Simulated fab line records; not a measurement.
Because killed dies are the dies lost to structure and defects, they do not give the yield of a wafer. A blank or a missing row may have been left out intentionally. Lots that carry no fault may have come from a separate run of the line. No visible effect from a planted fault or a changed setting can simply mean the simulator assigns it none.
Which tool did it? -- flow sky130 -- Sampling: 6 lots, 18 wafers, 2 of 708 route steps

== WHAT THE GAUGES READ, wafer by wafer ==
SKY_LDD_HVP_OVL_MEAS_07.
lot,measured,on,LDD_HVP_OVL (nm)
L510,day 22 12:21,overlay-01,2.8 0.8 3.4
L509,day 22 16:47,overlay-02,3.5 2.3 3.1
L514,day 23 23:26,overlay-01,-0.2 0.4 -0.3
L516,day 24 11:47,overlay-01,-0.5 1.3 1.5
L527,day 27 22:32,overlay-01,0.7 -2.3 -1.6
L529,day 29 14:11,overlay-01,2.1 2.1 2.9

== WHICH TOOL RAN EACH LOT (tool, then ch and the chambers of the sampled wafers, then the start) ==
lot,SKY_LDD_HVN_STRIP_09
L510,"plasma asher-02 ch 0,1, day 21 06:08"
L509,"plasma asher-02 ch 0,1, day 21 10:49"
L514,"plasma asher-04 ch 0,1, day 22 16:46"
L516,"plasma asher-02 ch 0,1, day 23 05:28"
L527,"plasma asher-02 ch 0,1, day 26 18:25"
L529,"plasma asher-04 ch 1, day 28 10:05"
- SKY_LDD_HVN_STRIP_09: strips in O2/N2.

== THE ANSWER, worked out from the rows above alone ==
Rule: the lots themselves supply what counts as usual. The widest of any qualifying gaps counts: lots, ordered by their means at a reading, are off when they make up no more than a third of the lots, leave a main group of 4 or more, and stand apart from it by 3 or more times the standard deviation of that group's means. The tables above print the reading to a certain number of digits; a main group whose means all agree to those digits is not used. A lot without any number at a reading at which 4 lots or more have one is off too. Any other lot the step has rows for is counted as sound.
Nothing can be told from this: no lot is off at any reading shown.

== WHAT HAD BEEN PUT IN BY THE SIMULATOR ==
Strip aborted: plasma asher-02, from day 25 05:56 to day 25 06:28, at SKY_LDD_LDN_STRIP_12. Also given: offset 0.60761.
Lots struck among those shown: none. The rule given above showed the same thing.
